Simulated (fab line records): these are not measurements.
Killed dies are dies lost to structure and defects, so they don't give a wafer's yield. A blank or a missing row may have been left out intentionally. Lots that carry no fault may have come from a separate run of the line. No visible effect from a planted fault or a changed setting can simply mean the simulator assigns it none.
Matching of chambers + flow sky130 + SKY_SONOS_TUNNEL_STRIP_11 on wet_bench-03 has 3 sister chambers
The step strips in SPM, time 600 s. 6 wafers are shown with their chamber, then 4 later ones without.

== WAFERS PAIRED WITH THEIR CHAMBERS ==
| wafer  | chamber | bath_guard_temp_C (C) | bath_heat_duty_pct (%) |
|--------|---------|-----------------------|------------------------|
| L650.3 | 2       | 130.8                 | 16.1                   |
| L650.6 | 2       | 130.6                 | 15.5                   |
| L652.3 | 3       | 130.5                 | 14.7                   |
| L652.6 | 3       | 130.6                 | 14.8                   |
| L654.1 | 0       | 130.2                 | 15.4                   |
| L654.2 | 0       | 129.7                 | 17.2                   |

== WAFERS MISSING THEIR CHAMBER ==
| wafer  | bath_guard_temp_C (C) | bath_heat_duty_pct (%) |
|--------|-----------------------|------------------------|
| L654.5 | 130.2                 | 17.2                   |
| L657.1 | 130.6                 | 14.3                   |
| L657.2 | 130.5                 | 14.4                   |
| L657.4 | 130.4                 | 14.8                   |

== THE CHAMBER EACH PASSED THROUGH ==
| wafer  | from the rows above          | in truth |
|--------|------------------------------|----------|
| L654.5 | can't be placed: 0 or 2 or 3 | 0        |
| L657.1 | can't be placed: 3 or 2      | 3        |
| L657.2 | can't be placed: 3 or 2      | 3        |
| L657.4 | can't be placed: 3 or 2      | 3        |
Placed correctly: 0 of 4. Not placeable from these rows: 4 (in 4, the candidates include the true chamber). Placed wrongly: 0.
How it was worked out, from the rows above alone: a wafer's distance from a chamber is the root of the sum, over the readings, of the square of ((its reading less the chamber's mean) divided by the reading's scatter). If the next closest chamber is less than 2 further off than the closest, the wafer can't be placed; otherwise it belongs to the closest. Each chamber's mean is taken over the wafers shown for it. The scatter: take each reading less its chamber's mean, square it, sum over the shown wafers, divide by the number of wafers less the number of chambers, and take the root.
